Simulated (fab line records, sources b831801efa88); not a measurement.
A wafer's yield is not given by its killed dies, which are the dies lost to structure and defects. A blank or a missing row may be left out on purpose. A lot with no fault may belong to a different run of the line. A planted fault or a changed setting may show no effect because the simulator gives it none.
fab line records    flow sky130
[record] lots = 6  wafers = 18  lastDay = 50
route steps=708 shown VIA4@645 METAL5@661
lots untouched by any fault: they come from a run of this same line in which no faults occurred
startH: hours from the record's first day to the start of the lot's first wafer shown    waitH: hours since the lot's step before    " identical to the entry in the row above    L1.1+2: a single row standing in for several wafers    - value missing, or start not given    * or withheld: withheld    < > ~ a bound
route shown NAME@n: names a module that has steps shown in the file, with the first one's number in the route    usual: mean/standard deviation of fault-free wafers    same: alike in all rows    chamber/n: place in a boat    sites: readings site by site    _std_site: standard deviation across them    _edge_site: outer sites' mean less inner sites'    radiusMm: how far each site lies from the wafer's centre    mask NAME#n: copy n    behind: the tool/chamber that last shaped the wafer    hold: why the lot was held/for how many hours/how that ended    device: whichever transistor did not switch (one of n, p or np)    end of line: tests of these same wafers at the route's end    a step without rows: its recipe alone    killed: the dies lost at the first sort to structure and to defects; this is not the yield of the wafer    map: the dies of a wafer, with x for killed, . for not killed, _ for no die there
set.NAME: the setting as run; set.NAME@STEP: as run at that earlier step    model.NAME: the simulator's own value behind a step, which no gauge read
lots at some steps of the route; a table a step, a row a wafer
services: from which hour (startH, from the record's first day; less than 0 if before it) a tool's chamber was out of use, for how many hours, and why
[[steps]]
[step SKY_VIA4_COAT_06]
[recipe] resist = NOVOLAK  spinRpm = 3000  resistThkNm = 1140
[step SKY_VIA4_SOFTBAKE_07]
[recipe] tempC = 90  timeS = 60  resist = NOVOLAK
[step SKY_VIA4_EXPOSE_08]
[recipe] maskId = VIM4  na = 0.6  sourceShape = conventional  sigmaOuter = 0.6  polarization = unpolarized  targetCdNm = 800  doseMj = 132
[step SKY_VIA4_PEB_09]
[recipe] tempC = withheld  timeS = *  resist = NOVOLAK
[step SKY_VIA4_DEVELOP_10]
[recipe] resist = NOVOLAK  developer = TMAH  developTimeS = 60  devTempC = 23
[step SKY_VIA4_OVL_MEAS_11]
[usual] VIA4_OVL = 0.4/1.5
lot.wafer  tool        chamber  startH   waitH  VIA4_OVL[nm]
L566.1     overlay-02  -        1013.25  0.1    -2.1
L566.3     "           -        "        "      -1.2
L566.6     "           -        "        "      -2.5
L568.2     overlay-02  -        1024.95  0.1    0.7
L568.3     "           -        "        "      1.0
L568.6     "           -        "        "      -1.2
L580.1     overlay-02  -        1103.23  0.1    -0.9
L580.3     "           -        "        "      -0.4
L580.4     "           -        "        "      -0.8
L581.3     overlay-02  -        1104.96  0.1    0.6
L581.4     "           -        "        "      3.3
L581.6     "           -        "        "      0.9
L583.2     overlay-02  -        1112.69  0.1    1.1
L583.3     "           -        "        "      3.5
L583.6     "           -        "        "      2.3
L589.2     overlay-01  -        1148.54  0.1    -0.4
L589.5     "           -        "        "      1.2
L589.6     "           -        "        "      -1.1
[step SKY_VIA4_ETCH_12]
[recipe] target = SiO2  chemistry = C4F8/O2/Ar  stopOn = TiN  maskMaterial = NOVOLAK  sourceW = 1500  biasW = 1200  pressureMtorr = 40  c4f8FlowSccm = withheld  O2_flow_sccm = 6  Ar_flow_sccm = 300  timeS = withheld  targetDepthA = 5800
[usual] oesProductAu = 0.925/0.0049
lot.wafer  tool        chamber  startH   waitH  oesProductAu
L566.1     rieDiel-01  1        1013.28  0.0    0.922
L566.3     "           3        "        "      0.929
L566.6     "           3        "        "      0.919
L568.2     rieDiel-01  1        1024.98  0.0    0.928
L568.3     "           2        "        "      0.928
L568.6     "           1        "        "      0.929
L580.1     rieDiel-01  1        1103.27  0.0    0.916
L580.3     "           2        "        "      0.928
L580.4     "           0        "        "      0.926
L581.3     rieDiel-03  0        1104.98  0.0    0.926
L581.4     "           2        "        "      0.924
L581.6     "           2        "        "      0.923
L583.2     rieDiel-04  0        1112.72  0.0    0.915
L583.3     "           2        "        "      0.919
L583.6     "           1        "        "      0.917
L589.2     rieDiel-04  1        1148.57  0.0    0.930
L589.5     "           3        "        "      0.926
L589.6     "           2        "        "      0.924
[step SKY_VIA4_STRIP_13]
[recipe] chemistry = O2/N2  powerW = 1400  pressureMtorr = 1500  platenTempC = withheld  o2FlowSccm = 3000  n2FlowSccm = 300  overashFraction = 0.5
[usual] drypumpMotorCurrentA = 5.7/0.48  oesProductAu = 0.709/0.0047  stripTimeToEndpointS = 12.80/0.035
lot.wafer  tool            chamber  startH   waitH  drypumpMotorCurrentA  oesProductAu  rfHoursCounterH  stripTimeToEndpointS
L566.1     plasmaAsher-04  0        1013.36  -      4.8                   0.710         29               12.80
L566.3     "               0        "        "      4.8                   0.707         -                12.83
L566.6     "               0        "        "      4.8                   0.714         -                12.86
L568.2     plasmaAsher-01  1        1025.06  -      5.4                   0.710         85               12.77
L568.3     "               0        "        "      6.0                   0.706         -                12.78
L568.6     "               0        "        "      6.0                   0.705         -                12.81
L580.1     plasmaAsher-04  0        1103.34  -      4.8                   0.711         38               12.79
L580.3     "               0        "        "      4.8                   0.703         -                12.80
L580.4     "               1        "        "      6.1                   0.702         -                12.81
L581.3     plasmaAsher-04  1        1105.09  -      6.1                   0.709         -                12.90
L581.4     "               0        "        "      4.8                   0.710         -                12.84
L581.6     "               0        "        "      4.8                   0.712         -                12.76
L583.2     plasmaAsher-04  1        1112.79  -      6.1                   0.707         40               12.81
L583.3     "               1        "        "      6.1                   0.709         -                12.77
L583.6     "               1        "        "      6.1                   0.706         -                12.79
L589.2     plasmaAsher-04  0        1148.64  -      4.8                   0.705         43               12.83
L589.5     "               1        "        "      6.1                   0.706         -                12.81
L589.6     "               0        "        "      4.8                   0.709         -                12.77
[step SKY_VIA4_STRIP_14]
[recipe] chemistry = postEtchResidueRemover  timeS = 1200  tempC = 72.5
[step SKY_VIA4_CLEAN_15]
[recipe] chemistry = IPA  timeS = 180  tempC = 25
[step SKY_VIA4_CLEAN_16]
[recipe] chemistry = O3/DIW  dry = n2Spin
[step SKY_VIA4_SPUTTER_17]
[recipe] material = TiN  targetThkNm = 20  chamberPressurePa = 5  powerW = 4000  timeS = 80
[usual] throttleValvePct = 30.0/0.93
lot.wafer  tool           chamber  startH   waitH  throttleValvePct
L566.1     pvdSputter-01  -        1013.99  0.0    29.3
L566.3     "              -        "        "      30.8
L566.6     "              -        "        "      31.4
L568.2     pvdSputter-02  -        1025.68  0.0    28.6
L568.3     "              -        "        "      30.3
L568.6     "              -        "        "      29.9
L580.1     pvdSputter-02  -        1103.93  0.0    30.2
L580.3     "              -        "        "      28.4
L580.4     "              -        "        "      30.1
L581.3     pvdSputter-01  -        1105.73  0.0    31.0
L581.4     "              -        "        "      29.4
L581.6     "              -        "        "      31.1
L583.2     pvdSputter-02  -        1113.39  0.0    29.2
L583.3     "              -        "        "      30.1
L583.6     "              -        "        "      29.5
L589.2     pvdSputter-04  -        1149.38  0.0    30.0
L589.5     "              -        "        "      29.9
L589.6     "              -        "        "      31.9
[step SKY_VIA4_CVD_18]
[recipe] material = W  targetThkNm = 505  timeS = 152.14  tempC = 400  pressureTorr = 40
[usual] heaterPowerOuterW = 494/61  heaterPowerW = 816/97
lot.wafer  tool     chamber  startH   waitH  heaterPowerOuterW  heaterPowerW  model.W_of_VIA4_CVD_18.thkNm
L566.1     cvdW-01  1        1014.05  0.0    536                824           493.4
L566.3     "        0        "        "      396                672           491.3
L566.6     "        0        "        "      399                658           494.1
L568.2     cvdW-02  0        1025.74  0.0    464                748           521.8
L568.3     "        1        "        "      547                936           504.8
L568.6     "        0        "        "      474                739           518
L580.1     cvdW-02  1        1103.99  0.0    560                945           827.6
L580.3     "        1        "        "      555                961           497.2
L580.4     "        0        "        "      468                757           515.4
L581.3     cvdW-02  0        1105.84  0.1    466                762           525.7
L581.4     "        1        "        "      565                952           502.1
L581.6     "        0        "        "      487                758           862.6
L583.2     cvdW-01  0        1113.45  0.0    399                702           503.6
L583.3     "        1        "        "      525                843           496.6
L583.6     "        0        "        "      385                677           502.8
L589.2     cvdW-01  0        1149.45  0.0    391                696           502.9
L589.5     "        0        "        "      387                692           501.3
L589.6     "        1        "        "      529                822           488.8
[step SKY_VIA4_RS_MEAS_19]
[recipe] thkMeasGauge = four-point-probe  reads = W_of_VIA4_CVD_18+TiN_of_VIA4_SPUTTER_17
[usual] VIA4_W_RS = 0.227/0.0048
lot.wafer  tool          chamber  startH   waitH  VIA4_W_RS[ohm/sq]
L566.1     filmMetro-02  -        1014.20  0.1    0.232
L566.3     "             -        "        "      0.233
L566.6     "             -        "        "      0.232
L568.2     filmMetro-03  -        1025.92  0.1    0.219
L568.3     "             -        "        "      0.226
L568.6     "             -        "        "      0.220
L580.1     filmMetro-02  -        1104.15  0.1    0.138
L580.3     "             -        "        "      0.230
L580.4     "             -        "        "      0.222
L581.3     filmMetro-04  -        1105.98  0.1    0.218
L581.4     "             -        "        "      0.228
L581.6     "             -        "        "      0.132
L583.2     filmMetro-04  -        1113.62  0.1    0.228
L583.3     "             -        "        "      0.230
L583.6     "             -        "        "      0.227
L589.2     filmMetro-04  -        1149.62  0.1    0.227
L589.5     "             -        "        "      0.228
L589.6     "             -        "        "      0.234
[step SKY_VIA4_THK_MEAS_20]
[recipe] thkMeasGauge = xrf  reads = W_of_VIA4_CVD_18
[usual] VIA4_W_THK = 511/11
lot.wafer  tool          chamber  startH   waitH  VIA4_W_THK[nm]
L566.1     filmMetro-02  -        1014.32  0.1    492
L566.3     "             -        "        "      492
L566.6     "             -        "        "      493
L568.2     filmMetro-03  -        1026.03  0.1    530
L568.3     "             -        "        "      513
L568.6     "             -        "        "      529
L580.1     filmMetro-02  -        1104.27  0.1    848
L580.3     "             -        "        "      499
L580.4     "             -        "        "      518
L581.3     filmMetro-04  -        1106.08  0.1    530
L581.4     "             -        "        "      514
L581.6     "             -        "        "      885
L583.2     filmMetro-04  -        1113.73  0.1    510
L583.3     "             -        "        "      504
L583.6     "             -        "        "      513
L589.2     filmMetro-04  -        1149.73  0.1    507
L589.5     "             -        "        "      507
L589.6     "             -        "        "      496
[step SKY_VIA4_CMP_21]
[recipe] stopOn = SiO2  tOverpolishS = 25  downForcePsi = 3.5  platenRpm = 60  targetThkNm = 0  padVelocityMS = 0.94248
[usual] motorCurrentA = 11.3/1.1  timeToEndpointS = 121/5.9
lot.wafer  tool    chamber  startH   waitH  motorCurrentA  timeToEndpointS
L566.3     cmp-02  2        1014.48  0.1    12.1           123
L566.1     "       3        "        "      11.0           119
L566.6     "       1        "        "      11.5           125
L568.2     cmp-01  0        1026.08  0.0    9.6            125
L568.3     "       3        "        "      12.7           115
L568.6     "       0        "        "      9.8            125
L580.4     cmp-01  3        1104.33  0.0    12.6           123
L580.1     "       0        "        "      9.6            207
L580.3     "       1        "        "      11.3           121
L581.4     cmp-01  2        1106.12  0.0    11.8           123
L581.3     "       1        "        "      11.4           126
L581.6     "       3        "        "      12.8           200
L583.2     cmp-01  3        1113.96  0.2    13.4           121
L583.3     "       1        "        "      10.6           124
L583.6     "       2        "        "      12.0           129
L589.2     cmp-01  2        1150.45  0.7    12.1           128
L589.5     "       3        "        "      13.0           122
L589.6     "       0        "        "      10.0           125
[step SKY_METAL5_SPUTTER_00]
[recipe] material = Ti  targetThkNm = 15  powerW = 3000  timeS = 10  chamberPressurePa = 0.4
[usual] throttleValvePct = 29.6/0.91
lot.wafer  tool           chamber  startH   waitH  throttleValvePct
L566.1     pvdSputter-01  -        1014.68  0.1    31.0
L566.3     "              -        "        "      29.1
L566.6     "              -        "        "      28.9
L568.2     pvdSputter-03  -        1026.38  0.2    28.5
L568.3     "              -        "        "      30.5
L568.6     "              -        "        "      29.0
L580.1     pvdSputter-01  -        1104.63  0.2    29.4
L580.3     "              -        "        "      30.8
L580.4     "              -        "        "      29.3
L581.3     pvdSputter-01  -        1106.42  0.1    31.1
L581.4     "              -        "        "      29.4
L581.6     "              -        "        "      30.7
L583.2     pvdSputter-03  -        1114.21  0.2    29.4
L583.3     "              -        "        "      30.7
L583.6     "              -        "        "      30.7
L589.2     pvdSputter-02  -        1150.60  0.1    29.3
L589.5     "              -        "        "      29.3
L589.6     "              -        "        "      28.6
[[services]]
tool            chamber  startH   hours  kind
rieDiel-03      1        991.66   4.9    repair
pvdSputter-02   -        995.14   1.4    repair
pvdSputter-03   -        997.14   12.2   repair
pvdSputter-01   -        1002.17  5.9    repair
pvdSputter-04   -        1004.48  15.0   repair
cmp-01          -        1012.97  3.0    repair
rieDiel-01      0        1019.21  10.6   repair
rieDiel-01      2        1027.54  3.2    repair
pvdSputter-01   -        1028.30  3.0    repair
cmp-01          -        1033.90  1.7    repair
rieDiel-03      0        1052.87  6.0    repair
cvdW-02         -        1053.82  4.7    repair
cmp-01          -        1059.91  7.9    pm
cvdW-01         -        1065.07  0.8    repair
cvdW-01         -        1066.12  6.9    pm
cmp-01          -        1071.14  1.6    repair
cmp-01          -        1076.29  5.3    repair
cvdW-01         -        1079.50  28.1   pm
rieDiel-03      -        1087.40  2.8    pm
plasmaAsher-01  -        1088.08  15.6   repair
cmp-01          -        1091.02  0.8    repair
cmp-01          -        1097.19  2.4    repair
cmp-01          -        1099.61  4.0    pm
rieDiel-03      2        1115.81  4.3    repair
[[key]]
[firstSign] step = SKY_VIA4_RS_MEAS_19  reading = VIA4_W_RS  direction = down  sigmas = 19  usual = 0.227  struck = 0.135
[effect] step = SKY_VIA4_THK_MEAS_20  reading = VIA4_W_THK  direction = up  sigmas = 32  usual = 511  struck = 866
[effect] step = SKY_VIA4_CMP_21  reading = timeToEndpointS  direction = up  sigmas = 14  usual = *  struck = *
[modelEffect] step = SKY_VIA4_CVD_18  value = W_of_VIA4_CVD_18.thkNm  without = 508.8  struck = 845.1
metAt SKY_VIA4_CVD_18
struckWafers L580.1,L581.6
onsetBetween 1025.74 1103.99
[fault] kind = processParameterDrift  tool = cvdW-02  chamber = -  onsetH = 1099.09  steps = SKY_VIA4_CVD_18  channel = targetThkNm  offset = 334.53  shape = step  endH = 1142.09  scope = struckWafersOnly  actsIn = theseRecipesOnly  stated = 505
